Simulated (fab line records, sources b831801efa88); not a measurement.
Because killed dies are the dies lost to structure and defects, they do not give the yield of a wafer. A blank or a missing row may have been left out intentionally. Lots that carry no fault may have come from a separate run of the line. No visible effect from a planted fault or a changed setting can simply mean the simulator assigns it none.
fab line records    flow sfqLine
record: lots: 6  wafers: 18  lastDay: 86
route steps=325 shown L0V@17 M0@28 I0@43 M1@58 M8@325
lots untouched by any fault: they come from a run of this same line in which no faults occurred
startH: the number of hours between the record's first day and the start of the first shown wafer of the lot    waitH: hours since the lot's step before    " as in the row above    L1.1+2: one row covering several wafers at once    - no value, or no start was given    * or withheld: withheld    < > ~ a bound
route shown NAME@n: names a module that has steps shown in the file, with the first one's number in the route    usual: mean/standard deviation of fault-free wafers    same: alike in all rows    chamber/n: place in a boat    sites: the reading at each site    _std_site: standard deviation of those values    _edge_site: outer sites' mean less inner sites'    radiusMm: for every site, how far away it sits from the centre of the wafer    mask NAME#n: copy n    behind: tool/chamber where the wafer was last shaped    hold: reason for holding the lot/hours on hold/outcome of the hold    device: the transistor (n, p or np) that didn't switch    end of line: the tests these same wafers got at the end of their route    for a step that has no rows: nothing shown but its recipe    killed: count of dies lost to structure and defects at first sort (not the wafer's yield)    map: a wafer's dies, marking killed ones x, the rest . and places with no die _
set.NAME: the setting that was run; set.NAME@STEP: the one run at that earlier step    model.NAME: the simulator's own value behind a step, which no gauge read
a table for each step, a row for each wafer; lots at some steps of the route
services: the hour from which a tool's chamber was out of use, counted from the record's first day as startH (under 0 if before that day), plus the number of hours and why
== steps ==
step: SFQ_TRILAYER_L0_VIA_LITHO_COAT_018
recipe: resist: BARC  spinRpm: 3000  resistThkNm: 62
step: SFQ_TRILAYER_L0_VIA_LITHO_COAT_013
recipe: resist: KrF  spinRpm: 3000  resistThkNm: 650
step: SFQ_TRILAYER_L0_VIA_LITHO_SOFTBAKE_017
recipe: tempC: withheld  timeS: withheld  resist: KrF
step: SFQ_TRILAYER_L0_VIA_LITHO_EXPOSE_014
recipe: maskId: L0V  na: 0.6  sourceShape: conventional  sigmaOuter: 0.65  targetCdNm: 700  doseMj: 21.3
step: SFQ_TRILAYER_L0_VIA_LITHO_PEB_016
recipe: pebTempC: 115  pebTimeS: 60  resist: KrF
step: SFQ_TRILAYER_L0_VIA_LITHO_DEVELOP_015
recipe: timeS: 60  resist: KrF
step: SFQ_L0V_OVL_MEAS_903
usual: L0V_OVL: 3/4.7
lot.wafer  tool        chamber  startH  waitH  L0V_OVL[nm]
L950.1     overlay-02  -        108.41  0.1    -4
L950.4     "           -        "       "      0
L950.5     "           -        "       "      0
L953.1     overlay-02  -        118.01  0.1    1
L953.4     "           -        "       "      8
L953.5     "           -        "       "      5
L956.2     overlay-01  -        134.87  0.1    2
L956.4     "           -        "       "      9
L956.6     "           -        "       "      3
L957.2     overlay-02  -        142.07  0.1    -7
L957.4     "           -        "       "      -4
L957.6     "           -        "       "      -4
L963.2     overlay-01  -        168.47  0.1    6
L963.4     "           -        "       "      6
L963.5     "           -        "       "      5
L964.1     overlay-02  -        173.27  0.1    11
L964.2     "           -        "       "      3
L964.6     "           -        "       "      5
step: SFQ_TRILAYER_L0_VIA_BARC_OPEN_VIA_ETCH_021
recipe: maskMaterial: PR  chemistry: O2  targetDepthNm: 125  target: BARC  sourceW: 500  biasW: 80  pressureMtorr: 30  timeS: 41.7
step: SFQ_TRILAYER_L0_VIA_ETCH_VIA_ETCH_016
recipe: target: SiO2  stopOn: MoNx_KI  maskMaterial: PR  chemistry: CHF3  targetDepthNm: 80  sourceW: 500  biasW: 80  pressureMtorr: 30  timeS: withheld
usual: drypumpMotorCurrentA: 5.8/0.52  oesProductAu: 0.843/0.0077
lot.wafer  tool        chamber  startH  waitH  drypumpMotorCurrentA  oesProductAu
L950.1     rieDiel-03  3        108.49  0.0    4.8                   0.843
L950.4     "           2        "       "      5.7                   0.851
L950.5     "           0        "       "      5.7                   0.851
L953.1     rieDiel-04  2        118.09  0.0    6.2                   0.832
L953.4     "           0        "       "      6.6                   0.848
L953.5     "           2        "       "      6.2                   0.840
L956.2     rieDiel-03  3        134.94  0.0    4.8                   0.831
L956.4     "           1        "       "      6.5                   0.844
L956.6     "           3        "       "      4.8                   0.847
L957.2     rieDiel-02  1        142.14  0.0    5.4                   0.845
L957.4     "           0        "       "      5.8                   0.835
L957.6     "           0        "       "      5.8                   0.836
L963.2     rieDiel-04  2        168.54  0.0    6.2                   0.833
L963.4     "           1        "       "      5.7                   0.831
L963.5     "           3        "       "      6.2                   0.843
L964.1     rieDiel-04  1        173.34  0.0    5.6                   0.832
L964.2     "           3        "       "      6.3                   0.834
L964.6     "           3        "       "      6.3                   0.846
step: SFQ_TRILAYER_L0_VIA_STRIP_STRIP_017
recipe: gas: O2  powerW: 200  platenTempC: 40  overashFraction: 0.65  chemistry: O2  pressureMtorr: 50
step: SFQ_TRILAYER_L0_VIA_STRIP_SOLV_CLEAN_018
recipe: chemistry: NMP  tempC: 70  timeS: 600
step: SFQ_TRILAYER_M0_DEP_PRE_CLEAN_020
recipe: gas: Ar  timeS: 15  biasV: 250
step: SFQ_TRILAYER_M0_DEP_SPUTTER_019
recipe: material: Nb  basePressurePa: 1.33e-06  chamberPressurePa: 0.1333  substrateTempC: 20  resputterCathodeVoltageV: 400  targetThkNm: 200  powerW: 2000  timeS: 133.3
usual: throttleValvePct: 29.8/0.84
lot.wafer  tool           chamber  startH  waitH  throttleValvePct  model.Nb_of_TRILAYER_M0_DEP_SPUTTER_019.thkNm
L950.1     pvdSputter-04  -        109.33  0.0    30.3              201.1
L950.4     "              -        "       "      28.6              201.8
L950.5     "              -        "       "      29.4              203.4
L953.1     pvdSputter-05  -        118.93  0.0    30.1              202.1
L953.4     "              -        "       "      29.2              200.8
L953.5     "              -        "       "      29.4              200.6
L956.2     pvdSputter-05  -        135.79  0.0    30.9              335.5
L956.4     "              -        "       "      30.2              199.7
L956.6     "              -        "       "      31.5              334.9
L957.2     pvdSputter-05  -        142.99  0.0    31.4              336.8
L957.4     "              -        "       "      30.3              202.2
L957.6     "              -        "       "      29.5              333.7
L963.2     pvdSputter-06  -        169.39  0.0    29.2              200
L963.4     "              -        "       "      31.4              199.2
L963.5     "              -        "       "      29.1              199.5
L964.1     pvdSputter-04  -        174.59  0.0    30.5              202.7
L964.2     "              -        "       "      28.9              202.9
L964.6     "              -        "       "      29.0              203
step: SFQ_M0_RS_MEAS_904
recipe: thkMeasGauge: four-point-probe  reads: Nb_of_TRILAYER_M0_DEP_SPUTTER_019
usual: M0_NB_RS: 0.883/0.0074
lot.wafer  tool          chamber  startH  waitH  M0_NB_RS[ohm/sq]
L950.1     filmMetro-03  -        109.42  0.0    0.885
L950.4     "             -        "       "      0.879
L950.5     "             -        "       "      0.872
L953.1     filmMetro-03  -        119.02  0.0    0.879
L953.4     "             -        "       "      0.884
L953.5     "             -        "       "      0.883
L956.2     filmMetro-01  -        135.90  0.1    0.527
L956.4     "             -        "       "      0.892
L956.6     "             -        "       "      0.529
L957.2     filmMetro-04  -        143.10  0.1    0.527
L957.4     "             -        "       "      0.878
L957.6     "             -        "       "      0.532
L963.2     filmMetro-03  -        169.50  0.1    0.887
L963.4     "             -        "       "      0.892
L963.5     "             -        "       "      0.888
L964.1     filmMetro-01  -        174.68  0.0    0.878
L964.2     "             -        "       "      0.878
L964.6     "             -        "       "      0.876
step: SFQ_TRILAYER_M0_LITHO_COAT_026
recipe: resist: BARC  spinRpm: 3000  resistThkNm: 62
step: SFQ_TRILAYER_M0_LITHO_COAT_021
recipe: resist: KrF  spinRpm: 3000  resistThkNm: 600
step: SFQ_TRILAYER_M0_LITHO_SOFTBAKE_025
recipe: tempC: withheld  timeS: withheld  resist: KrF
step: SFQ_TRILAYER_M0_LITHO_EXPOSE_022
recipe: maskId: M0  na: 0.6  sourceShape: conventional  sigmaOuter: 0.65  targetCdNm: 500  doseMj: 14.4
step: SFQ_TRILAYER_M0_LITHO_PEB_024
recipe: pebTempC: 115  pebTimeS: 60  resist: KrF
step: SFQ_TRILAYER_M0_LITHO_DEVELOP_023
recipe: timeS: 60  resist: KrF
step: SFQ_M0_OVL_MEAS_906
usual: M0_OVL: 0/5.5
lot.wafer  tool        chamber  startH  waitH  M0_OVL[nm]
L950.1     overlay-02  -        182.34  0.1    -8
L950.4     "           -        "       "      -1
L950.5     "           -        "       "      -2
L953.1     overlay-01  -        194.34  0.1    -3
L953.4     "           -        "       "      -5
L953.5     "           -        "       "      2
L956.2     overlay-02  -        212.35  0.1    9
L956.4     "           -        "       "      4
L956.6     "           -        "       "      7
L957.2     overlay-01  -        219.55  0.1    -5
L957.4     "           -        "       "      -4
L957.6     "           -        "       "      -8
L963.2     overlay-02  -        257.95  0.1    -4
L963.4     "           -        "       "      -6
L963.5     "           -        "       "      -6
L964.1     overlay-01  -        262.74  0.1    3
L964.2     "           -        "       "      1
L964.6     "           -        "       "      1
step: SFQ_TRILAYER_M0_BARC_OPEN_METAL_ETCH_031
recipe: maskMaterial: PR  chemistry: O2  targetDepthNm: 125  target: BARC  icpW: 600  biasW: 80  pressureMtorr: 10  timeS: 41.7
step: SFQ_TRILAYER_M0_ETCH_METAL_ETCH_024
recipe: target: Nb  stopOn: SiO2  maskMaterial: PR  chemistry: Cl2/Ar  targetDepthNm: 240  icpW: 600  biasW: 80  pressureMtorr: 10  timeS: 120
usual: drypumpMotorCurrentA: 5.4/0.5  heBacksideLeakSccm: 3.34/0.13  oesProductAu: 0.897/0.0059
lot.wafer  tool         chamber  startH  waitH  drypumpMotorCurrentA  heBacksideLeakSccm  oesProductAu  rfHoursCounterH
L950.1     rieMetal-03  1        182.44  0.0    6.4                   3.29                0.897         190
L950.4     "            1        "       "      6.4                   3.33                0.897         -
L950.5     "            1        "       "      6.4                   3.31                0.898         -
L953.1     rieMetal-01  0        194.44  0.0    5.4                   3.24                0.903         84
L953.4     "            0        "       "      5.4                   3.20                0.893         -
L953.5     "            1        "       "      5.4                   3.34                0.900         -
L956.2     rieMetal-01  0        212.44  0.0    5.4                   3.09                1.002         87
L956.4     "            1        "       "      5.4                   3.38                0.893         -
L956.6     "            1        "       "      5.4                   3.35                1.007         -
L957.2     rieMetal-04  1        219.64  0.0    5.5                   3.40                0.994         25
L957.4     "            1        "       "      5.5                   3.36                0.906         -
L957.6     "            1        "       "      5.5                   3.33                0.992         -
L963.2     rieMetal-03  1        258.04  0.0    6.4                   3.21                0.891         4
L963.4     "            0        "       "      5.1                   3.35                0.902         -
L963.5     "            0        "       "      5.1                   3.30                0.884         -
L964.1     rieMetal-03  1        262.84  0.0    6.4                   2.99                0.899         5
L964.2     "            0        "       "      5.1                   3.41                0.898         38
L964.6     "            1        "       "      6.4                   3.21                0.908         -
step: SFQ_TRILAYER_M0_STRIP_STRIP_025
recipe: gas: O2  powerW: 200  platenTempC: 40  overashFraction: 0.65  chemistry: O2  pressureMtorr: 50
step: SFQ_TRILAYER_M0_STRIP_SOLV_CLEAN_026
recipe: chemistry: NMP  tempC: 70  timeS: 600
step: SFQ_TRILAYER_I0_DEP_PECVD_027
recipe: material: SiO2  tempC: 150  timeS: 111.11  pressureTorr: 2.4  rfW: 183.3  precursor: SiH4/N2O  targetThkNm: 500
usual: heaterPowerW: 92/20  throttleValvePct: 25.1/1.5
lot.wafer  tool      chamber  startH  waitH  heaterPowerW  throttleValvePct
L950.1     pecvd-02  2        183.34  0.0    70            25.3
L950.4     "         2        "       "      75            25.5
L950.5     "         0        "       "      85            24.4
L953.1     pecvd-04  2        195.34  0.0    140           27.1
L953.4     "         2        "       "      140           27.1
L953.5     "         1        "       "      105           24.6
L956.2     pecvd-01  0        213.34  0.0    96            23.4
L956.4     "         0        "       "      98            23.5
L956.6     "         1        "       "      87            22.2
L957.2     pecvd-01  1        220.54  0.0    81            22.5
L957.4     "         0        "       "      94            23.7
L957.6     "         2        "       "      70            23.0
L963.2     pecvd-04  2        258.94  0.0    127           27.3
L963.4     "         1        "       "      110           24.5
L963.5     "         0        "       "      101           27.1
L964.1     pecvd-02  0        263.74  0.0    77            24.5
L964.2     "         2        "       "      65            25.3
L964.6     "         1        "       "      82            24.8
step: SFQ_TRILAYER_I0_CMP_CMP_028
recipe: material: SiO2  downForcePsi: 3  platenRpm: 60  padVelocityMS: 0.94248
usual: headPressurePsi: 3.000/0.0062  motorCurrentA: 9.7/0.91  timeToEndpointS: 217/7.1
lot.wafer  tool    chamber  startH  waitH  headPressurePsi  motorCurrentA  timeToEndpointS
L950.4     cmp-01  3        185.79  2.4    2.995            8.3            219
L950.1     "       1        186.79  3.4    3.009            9.7            219
L950.5     "       2        "       "      3.005            9.7            219
L953.4     cmp-01  0        200.79  5.4    2.999            10.3           220
L953.1     "       2        201.79  6.4    2.995            9.5            225
L953.5     "       0        202.79  7.4    2.994            9.8            220
L956.4     cmp-01  1        213.41  0.0    2.996            9.8            226
L956.2     "       0        214.91  1.5    2.992            10.1           208
L956.6     "       2        215.91  2.5    3.000            9.1            225
L957.2     cmp-01  0        220.61  0.0    3.005            9.6            215
L957.4     "       1        "       "      3.006            9.5            223
L957.6     "       0        222.61  2.0    3.005            10.1           214
L963.2     cmp-01  3        259.51  0.5    3.002            8.2            215
L963.4     "       1        260.51  1.5    3.005            9.7            216
L963.5     "       3        261.51  2.5    3.011            8.6            221
L964.1     cmp-01  1        266.01  2.2    3.006            9.6            206
L964.2     "       2        "       "      2.994            9.0            212
L964.6     "       0        267.51  3.7    3.005            9.7            203
step: SFQ_I0_BOW_MEAS_907
recipe: mode: bow
usual: I0_BOW: 1/7.9
lot.wafer  tool          chamber  startH  waitH  I0_BOW[um]
L950.1     filmMetro-03  -        188.29  1.0    12
L950.4     "             -        "       "      15
L950.5     "             -        "       "      13
L953.1     filmMetro-02  -        203.29  1.0    6
L953.4     "             -        "       "      -10
L953.5     "             -        "       "      0
L956.2     filmMetro-02  -        216.43  1.0    -21
L956.4     "             -        "       "      2
L956.6     "             -        "       "      -1
L957.2     filmMetro-04  -        223.63  2.5    -3
L957.4     "             -        "       "      1
L957.6     "             -        "       "      -11
L963.2     filmMetro-02  -        262.03  2.0    11
L963.4     "             -        "       "      8
L963.5     "             -        "       "      9
L964.1     filmMetro-04  -        268.01  1.5    16
L964.2     "             -        "       "      3
L964.6     "             -        "       "      6
step: SFQ_TRILAYER_I0_METRO_MEASURE_029
step: SFQ_TRILAYER_I0_VIA_LITHO_COAT_036
recipe: resist: BARC  spinRpm: 3000  resistThkNm: 62
step: SFQ_TRILAYER_I0_VIA_LITHO_COAT_031
recipe: resist: KrF  spinRpm: 3000  resistThkNm: 650
step: SFQ_TRILAYER_I0_VIA_LITHO_SOFTBAKE_035
recipe: tempC: withheld  timeS: withheld  resist: KrF
step: SFQ_TRILAYER_I0_VIA_LITHO_EXPOSE_032
recipe: maskId: I0  na: 0.6  sourceShape: conventional  sigmaOuter: 0.65  targetCdNm: 500  doseMj: 21.3
step: SFQ_TRILAYER_I0_VIA_LITHO_PEB_034
recipe: pebTempC: 115  pebTimeS: 60  resist: KrF
step: SFQ_TRILAYER_I0_VIA_LITHO_DEVELOP_033
recipe: timeS: 60  resist: KrF
step: SFQ_I0_OVL_MEAS_908
usual: I0_OVL: 2/4.2
lot.wafer  tool        chamber  startH  waitH  I0_OVL[nm]
L950.1     overlay-01  -        283.14  0.1    -3
L950.4     "           -        "       "      -3
L950.5     "           -        "       "      0
L953.1     overlay-01  -        299.94  0.1    2
L953.4     "           -        "       "      -5
L953.5     "           -        "       "      3
L956.2     overlay-01  -        316.75  0.1    1
L956.4     "           -        "       "      -3
L956.6     "           -        "       "      0
L957.2     overlay-01  -        325.25  0.1    -4
L957.4     "           -        "       "      -1
L957.6     "           -        "       "      -4
L963.2     overlay-01  -        373.80  0.1    -7
L963.4     "           -        "       "      -4
L963.5     "           -        "       "      -3
L964.1     overlay-01  -        382.19  0.1    7
L964.2     "           -        "       "      5
L964.6     "           -        "       "      3
step: SFQ_TRILAYER_I0_VIA_BARC_OPEN_VIA_ETCH_046
recipe: maskMaterial: PR  chemistry: O2  targetDepthNm: 125  target: BARC  sourceW: 500  biasW: 80  pressureMtorr: 30  timeS: 41.7
step: SFQ_TRILAYER_I0_VIA_ETCH_VIA_ETCH_034
recipe: target: SiO2  stopOn: Nb  maskMaterial: PR  taperDeg: 20  chemistry: CHF3  targetDepthNm: 260  sourceW: 500  biasW: 80  pressureMtorr: 30  timeS: withheld
usual: drypumpMotorCurrentA: 5.8/0.41  oesProductAu: 0.855/0.0049
lot.wafer  tool        chamber  startH  waitH  drypumpMotorCurrentA  oesProductAu
L950.1     rieDiel-01  1        283.22  0.0    5.2                   0.858
L950.4     "           3        "       "      5.9                   0.854
L950.5     "           0        "       "      5.5                   0.851
L953.1     rieDiel-04  0        300.02  0.0    6.6                   0.860
L953.4     "           0        "       "      6.5                   0.855
L953.5     "           3        "       "      6.2                   0.854
L956.2     rieDiel-01  1        316.82  0.0    5.2                   0.853
L956.4     "           0        "       "      5.5                   0.855
L956.6     "           3        "       "      5.9                   0.849
L957.2     rieDiel-04  3        325.32  0.0    6.3                   0.854
L957.4     "           1        "       "      5.7                   0.862
L957.6     "           3        "       "      6.2                   0.863
L963.2     rieDiel-02  2        373.89  0.0    6.0                   0.850
L963.4     "           2        "       "      6.0                   0.852
L963.5     "           2        "       "      6.0                   0.858
L964.1     rieDiel-02  0        382.27  0.0    5.8                   0.848
L964.2     "           1        "       "      5.4                   0.853
L964.6     "           1        "       "      5.4                   0.856
step: SFQ_TRILAYER_I0_VIA_STRIP_STRIP_035
recipe: gas: O2  powerW: 200  platenTempC: 40  overashFraction: 0.65  chemistry: O2  pressureMtorr: 50
usual: drypumpMotorCurrentA: 5.5/0.51  heBacksideLeakSccm: 3.4/0.34  oesProductAu: 0.996/0.0073
lot.wafer  tool         chamber  startH  waitH  drypumpMotorCurrentA  heBacksideLeakSccm  oesProductAu  rfHoursCounterH
L950.1     rieMetal-04  1        283.33  -      5.5                   3.5                 0.992         38
L950.4     "            1        "       "      5.5                   3.5                 0.988         -
L950.5     "            1        "       "      5.4                   3.7                 0.991         -
L953.1     rieMetal-03  0        300.13  -      5.1                   3.5                 0.994         44
L953.4     "            1        "       "      6.4                   3.2                 0.994         -
L953.5     "            0        "       "      5.1                   3.5                 1.000         -
L956.2     rieMetal-04  1        316.93  -      5.5                   3.6                 0.980         44
L956.4     "            0        "       "      4.9                   3.6                 0.997         -
L956.6     "            0        "       "      4.9                   3.3                 0.997         -
L957.2     rieMetal-04  0        325.43  -      4.9                   3.5                 1.005         117
L957.4     "            1        "       "      5.5                   3.5                 0.995         -
L957.6     "            1        "       "      5.4                   3.4                 0.977         -
L963.2     rieMetal-03  0        374.06  -      5.1                   3.5                 1.005         57
L963.4     "            0        "       "      5.1                   3.4                 0.992         -
L963.5     "            1        "       "      6.4                   3.2                 0.991         -
L964.1     rieMetal-02  1        382.38  -      5.7                   3.5                 0.991         66
L964.2     "            0        "       "      5.5                   3.5                 0.986         30
L964.6     "            1        "       "      5.7                   3.4                 0.990         -
step: SFQ_TRILAYER_I0_VIA_STRIP_SOLV_CLEAN_036
recipe: chemistry: NMP  tempC: 70  timeS: 600
step: SFQ_TRILAYER_M1_DEP_PRE_CLEAN_038
recipe: gas: Ar  timeS: 22.5  biasV: 250
step: SFQ_M8_BOW_MEAS_951
recipe: mode: bow
usual: M8_BOW: 5/12
lot.wafer  tool          chamber  startH   waitH  M8_BOW[um]  model.etest.m0.combLog10Ohm  model.etest.m0.ohmSq
L950.1     filmMetro-03  -        2030.29  0.0    19          12                           0.8853
L950.4     "             -        "        "      23          12                           0.8821
L950.5     "             -        "        "      21          12                           0.8751
L953.1     filmMetro-04  -        2038.72  0.0    -3          12                           0.8808
L953.4     "             -        "        "      -19         12                           0.8866
L953.5     "             -        "        "      -9          12                           0.8874
L956.2     filmMetro-03  -        2047.14  0.0    -18         0                            0.5305
L956.4     "             -        "        "      7           12                           0.8915
L956.6     "             -        "        "      4           0                            0.5314
L957.2     filmMetro-02  -        2050.33  0.0    1           0                            0.5285
L957.4     "             -        "        "      6           12                           0.8802
L957.6     "             -        "        "      -6          0                            0.5334
L963.2     filmMetro-04  -        2074.64  0.0    4           12                           0.8898
L963.4     "             -        "        "      1           12                           0.8938
L963.5     "             -        "        "      2           12                           0.8922
L964.1     filmMetro-02  -        2075.82  0.0    16          12                           0.8782
L964.2     "             -        "        "      4           12                           0.8771
L964.6     "             -        "        "      5           12                           0.877
== services ==
tool           chamber  startH  hours  kind
rieDiel-03     1        88.09   4.1    repair
rieMetal-03    -        113.25  3.7    repair
rieDiel-02     3        118.47  4.0    repair
cmp-01         -        128.35  0.2    repair
rieDiel-02     1        133.13  2.5    repair
pvdSputter-05  -        133.34  2.1    repair
cmp-01         -        191.44  1.8    repair
rieMetal-04    0        197.34  3.8    repair
rieMetal-04    -        234.97  1.4    pm
rieDiel-04     2        236.51  9.5    repair
rieDiel-02     1        244.12  2.8    repair
rieMetal-04    -        246.62  0.6    repair
rieDiel-02     1        282.16  5.2    repair
cmp-01         -        291.83  1.0    repair
cmp-01         -        311.36  1.5    repair
rieMetal-04    1        332.29  11.3   repair
cmp-01         -        355.14  5.4    pm
rieDiel-04     1        363.61  22.6   repair
cmp-01         -        368.81  1.3    repair
rieDiel-04     0        371.86  4.1    repair
rieDiel-02     3        372.41  6.5    repair
rieDiel-02     -        372.49  0.6    repair
rieDiel-02     0        373.34  5.0    repair
rieDiel-04     -        375.83  1.6    repair
== key ==
firstSign: step: SFQ_M0_RS_MEAS_904  reading: M0_NB_RS  direction: down  sigmas: 48  usual: 0.883  struck: 0.529
effect: step: SFQ_TRILAYER_M0_ETCH_METAL_ETCH_024  reading: oesProductAu  direction: up  sigmas: 17  usual: 0.897  struck: 0.999
modelEffect: step: SFQ_TRILAYER_M0_DEP_SPUTTER_019  value: Nb_of_TRILAYER_M0_DEP_SPUTTER_019.thkNm  without: 200.9  struck: 335.2
modelEffect: step: SFQ_M8_BOW_MEAS_951  value: etest.m0.combLog10Ohm  without: 12  struck: 0
metAt SFQ_TRILAYER_M0_DEP_SPUTTER_019
struckWafers L956.2,L956.6,L957.2,L957.6
onsetBetween 118.93 135.79
fault: kind: processParameterDrift  tool: pvdSputter-05  chamber: -  onsetH: 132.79  steps: SFQ_TRILAYER_M0_DEP_SPUTTER_019  channel: timeS  offset: *  shape: step  endH: 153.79  scope: struckWafersOnly  actsIn: *  stated: *
